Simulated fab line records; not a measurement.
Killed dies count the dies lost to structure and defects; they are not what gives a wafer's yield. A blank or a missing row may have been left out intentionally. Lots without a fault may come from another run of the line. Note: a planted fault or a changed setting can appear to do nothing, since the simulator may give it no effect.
Matching of chambers	flow gf180mcu	cmp-01 running GF_V3_CMP_26: 4 sister chambers
The step polishes, stops on SiO2, t overpolish 15 s, target thk 0 nm. 16 wafers are shown with their chamber, then 8 later ones without.

WAFERS PAIRED WITH THEIR CHAMBERS
wafer	chamber	motor_current_A (A)	time_to_endpoint_s (s)	platen_rpm (rpm)
L797.1	2	11.0	87	59.98
L797.4	1	11.5	88	59.99
L797.6	1	11.9	91	60.05
L798.1	1	11.8	93	59.99
L798.2	3	10.1	79	59.98
L798.4	2	11.7	91	60.06
L799.1	3	10.0	80	60.04
L799.2	0	10.5	85	59.96
L799.4	2	11.1	95	59.97
L800.4	1	11.8	93	60.00
L800.5	2	11.5	95	59.98
L800.6	3	10.4	86	60.10
L805.2	0	10.1	76	60.01
L805.4	2	11.4	80	59.94
L805.6	3	10.3	86	60.03
L807.1	0	11.2	79	59.97

SIGNATURES (means of the wafers above)
reading	chamber 0	chamber 1	chamber 2	chamber 3	scatter within a chamber
motor_current_A	10.600	11.750	11.340	10.200	0.308
time_to_endpoint_s	80.00	91.25	89.60	82.75	4.66
platen_rpm	59.9800	60.0075	59.9860	60.0375	0.0399
Rule: for each reading, subtract the chamber's mean from the wafer's reading, divide by that reading's scatter and square the result; add these up over the readings and take the root, which gives the wafer's distance from the chamber. The wafer belongs to the nearest chamber; if the next one is less than 2 further off, it can't be placed. How the scatter is found: for the shown wafers, subtract from each reading the mean of its chamber, square and add these, divide the total by (wafers less chambers), then take the root.

WAFERS WITHOUT THEIR CHAMBER
wafer	motor_current_A (A)	time_to_endpoint_s (s)	platen_rpm (rpm)
L807.5	10.2	82	60.03
L807.6	11.0	87	60.03
L811.1	11.1	78	59.98
L811.4	10.2	87	60.03
L811.5	11.6	89	60.04
L812.1	10.9	85	60.05
L812.3	12.2	88	59.99
L812.5	11.9	91	60.02

WHICH CHAMBER EACH ONE RAN IN
wafer	from the rows above	in truth
L807.5	can't be placed: 3 or 0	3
L807.6	can't be placed: 2 or 0 or 1 or 3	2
L811.1	can't be placed: 0 or 2 or 3 or 1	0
L811.4	can't be placed: 3 or 0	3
L811.5	can't be placed: 1 or 2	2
L812.1	can't be placed: 0 or 3 or 2 or 1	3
L812.3	can't be placed: 1 or 2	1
L812.5	can't be placed: 1 or 2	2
Placed correctly: 0 of 8. Can't be placed from these rows: 8 (the true chamber is among the candidates in 8). Placed wrongly: 0.
